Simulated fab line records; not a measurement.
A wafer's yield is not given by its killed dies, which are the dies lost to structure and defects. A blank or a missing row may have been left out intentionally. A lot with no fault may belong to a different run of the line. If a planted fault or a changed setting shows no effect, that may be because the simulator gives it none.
A lot that was struck, set against a sound lot ; flow sfq-line ; 42 steps out of a route of 325
Sound: the wafers L291.2, L291.4, L291.5. The struck wafers were L310.2, L310.6. Last of all comes the cause.
Order at every step that has rows: each side's tool, ch and its chambers, its first start. Under that, the readings that differ: sound wafers ; struck wafers ; difference of the means ; sigmas: that difference in standard deviations of wafers without a fault.
alike: readings whose means differ by less than 2 such deviations, and words and numbers that are the same on both sides. not compared: withheld readings, readings that some wafer has no value for, bounds like >300 that may hide the same value, and numbers for which the record gives no deviation and whose values overlap.
Wherever a step has rows on one side only, a row that says differs or no value, or a row with sigmas, the two part there. Numbers that don't overlap but have no deviation are shown without sigmas and don't part them. A reading missing from all wafers of one side parts the sides only when that side holds two or more wafers.

first, 6 steps without rows for these wafers: SFQ_TRILAYER_I0_VIA_LITHO_COAT_036 (resist thk 62 nm); SFQ_TRILAYER_I0_VIA_LITHO_COAT_031 (resist thk 650 nm); SFQ_TRILAYER_I0_VIA_LITHO_SOFTBAKE_035; SFQ_TRILAYER_I0_VIA_LITHO_EXPOSE_032 (exposes mask I0, target cd 500 nm); SFQ_TRILAYER_I0_VIA_LITHO_PEB_034 (peb time 60 s); SFQ_TRILAYER_I0_VIA_LITHO_DEVELOP_033 (time 60 s).
SFQ_I0_OVL_MEAS_908:
  sound on overlay-01 at day 10 18:37; struck on overlay-01 at day 16 12:01
  alike: I0_OVL
SFQ_TRILAYER_I0_VIA_BARC_OPEN_VIA_ETCH_046: etches BARC in O2, target depth 125 nm, time 41.7 s.
  sound on rie-diel-01 ch 1,2,3, day 10 18:38; struck on rie-diel-04 ch 2,3, day 16 12:02
  alike: drypump-motor-current-A, oes-product-au
  not compared: rf-hours-counter-h
then, 4 steps without rows for these wafers: SFQ_TRILAYER_I0_VIA_ETCH_VIA_ETCH_034 (etches SiO2 in CHF3, stops on Nb, target depth 260 nm); SFQ_TRILAYER_I0_VIA_STRIP_STRIP_035 (strips in O2); SFQ_TRILAYER_I0_VIA_STRIP_SOLV_CLEAN_036 (cleans in NMP, time 600 s); SFQ_TRILAYER_M1_DEP_PRE_CLEAN_038 (time 22.5 s).
SFQ_TRILAYER_M1_DEP_SPUTTER_037: material Nb, target thk 200 nm, time 133.3 s.
  sound on pvd-sputter-04 at day 10 19:35; struck on pvd-sputter-04 at day 16 13:36
reading;sound;struck;difference;sigmas
model.Nb_of_TRILAYER_M1_DEP_SPUTTER_037.thk-nm (nm);201.3 200.4 199.6;181 182.8;-19;
  alike: throttle-valve-pct
SFQ_M1_RS_MEAS_909: uses a four-point probe to measure.
  sound on film-metro-03 at day 10 19:42; struck on film-metro-01 at day 16 13:43
reading;sound;struck;difference;sigmas
M1_NB_RS (ohm/sq);0.884 0.888 0.890;0.983 0.975;+0.092;+8
then, 6 steps without rows for these wafers: SFQ_TRILAYER_M1_LITHO_COAT_044 (resist thk 62 nm); SFQ_TRILAYER_M1_LITHO_COAT_039 (resist thk 600 nm); SFQ_TRILAYER_M1_LITHO_SOFTBAKE_043; SFQ_TRILAYER_M1_LITHO_EXPOSE_040 (exposes mask M1, target cd 500 nm); SFQ_TRILAYER_M1_LITHO_PEB_042 (peb time 60 s); SFQ_TRILAYER_M1_LITHO_DEVELOP_041 (time 60 s).
-- the record jumps here: 3 days lie between the struck wafers' starts before and after --
SFQ_M1_OVL_MEAS_911:
  sound on overlay-01 at day 13 14:25; struck on overlay-02 at day 19 02:58
  alike: M1_OVL
then, 1 step without rows for these wafers: SFQ_TRILAYER_M1_BARC_OPEN_METAL_ETCH_054 (etches BARC in O2, target depth 125 nm, time 41.7 s).
SFQ_TRILAYER_M1_ETCH_METAL_ETCH_042: etches Nb in Cl2/Ar, stops on SiO2, target depth 240 nm, time 120 s.
  sound on rie-metal-04 ch 0,1, day 13 14:30; struck on rie-metal-03 ch 0, day 19 03:03
reading;sound;struck;difference;sigmas
drypump-motor-current-A (A);5.8 6.0 6.0;5.1 5.1;-0.8;-2
oes-product-au (a.u.);0.900 0.895 0.894;0.846 0.857;-0.045;-6
  not compared: rf-hours-counter-h
then, 2 steps without rows for these wafers: SFQ_TRILAYER_M1_STRIP_STRIP_043 (strips in O2); SFQ_TRILAYER_M1_STRIP_SOLV_CLEAN_044 (cleans in NMP, time 600 s).
SFQ_TRILAYER_I1_DEP_PECVD_045: deposits SiO2 from SiH4/N2O, time 111.11 s, target thk 500 nm.
  sound on pecvd-01 ch 0,1, day 13 15:35; struck on pecvd-02 ch 1,2, day 19 03:57
  alike: heater-power-w, throttle-valve-pct
then, 1 step without rows for these wafers: SFQ_TRILAYER_I1_CMP_CMP_046 (polishes SiO2).
SFQ_I1_BOW_MEAS_912:
  sound on film-metro-03 at day 13 23:39; struck on film-metro-03 at day 19 09:39
  alike: I1_BOW
SFQ_TRILAYER_I1_METRO_MEASURE_047:
  sound on film-metro-03 at day 13 23:57; struck on film-metro-03 at day 19 09:57
  alike: thk-nm
then, 6 steps without rows for these wafers: SFQ_TRILAYER_I1_VIA_LITHO_COAT_054 (resist thk 62 nm); SFQ_TRILAYER_I1_VIA_LITHO_COAT_049 (resist thk 650 nm); SFQ_TRILAYER_I1_VIA_LITHO_SOFTBAKE_053; SFQ_TRILAYER_I1_VIA_LITHO_EXPOSE_050 (exposes mask I1, target cd 500 nm); SFQ_TRILAYER_I1_VIA_LITHO_PEB_052 (peb time 60 s); SFQ_TRILAYER_I1_VIA_LITHO_DEVELOP_051 (time 60 s).
-- the record jumps here: 5 days lie between the struck wafers' starts before and after --
SFQ_I1_OVL_MEAS_913:
  sound on overlay-02 at day 18 03:44; struck on overlay-01 at day 24 12:31
  alike: I1_OVL
then, 1 step without rows for these wafers: SFQ_TRILAYER_I1_VIA_BARC_OPEN_VIA_ETCH_071 (etches BARC in O2, target depth 125 nm, time 41.7 s).
SFQ_TRILAYER_I1_VIA_ETCH_VIA_ETCH_052: etches SiO2 in CHF3, stops on Nb, target depth 260 nm.
  sound on rie-diel-03 ch 0,1,3, day 18 03:48; struck on rie-diel-03 ch 2,3, day 24 12:35
  alike: drypump-motor-current-A, oes-product-au
SFQ_TRILAYER_I1_VIA_STRIP_STRIP_053: strips in O2.
  sound on rie-metal-04 ch 0,1, day 18 03:55; struck on rie-metal-03 ch 0, day 24 12:41
  alike: drypump-motor-current-A, oes-product-au
  not compared: rf-hours-counter-h
then, 2 steps without rows for these wafers: SFQ_TRILAYER_I1_VIA_STRIP_SOLV_CLEAN_054 (cleans in NMP, time 600 s); SFQ_TRILAYER_M2_DEP_PRE_CLEAN_056 (time 22.5 s).
-- the record jumps here: 53 days lie between the struck wafers' starts before and after --
SFQ_M8_BOW_MEAS_951:
  sound on film-metro-04 at day 70 13:26; struck on film-metro-04 at day 77 11:43
reading;sound;struck;difference;sigmas
M8_BOW (um);-14 -22 -13;17 11;+30;+3
model.etest.m1.ohm-um;1.756 1.782 1.786;1.977 1.963;+0.195;
model.etest.i0.link-ohm;1.949 1.966 1.962;2.086 2.074;+0.121;
model.etest.i1.link-ohm;1.956 1.972 1.956;2.077 2.049;+0.102;
model.etest.m1.ohm-sq;0.8837 0.8877 0.8913;0.9826 0.9731;+0.0903;

WHERE THEY PART
At SFQ_M1_RS_MEAS_909 first; at SFQ_M8_BOW_MEAS_951 last (within this record only).

WHY: what had been put in by the simulator
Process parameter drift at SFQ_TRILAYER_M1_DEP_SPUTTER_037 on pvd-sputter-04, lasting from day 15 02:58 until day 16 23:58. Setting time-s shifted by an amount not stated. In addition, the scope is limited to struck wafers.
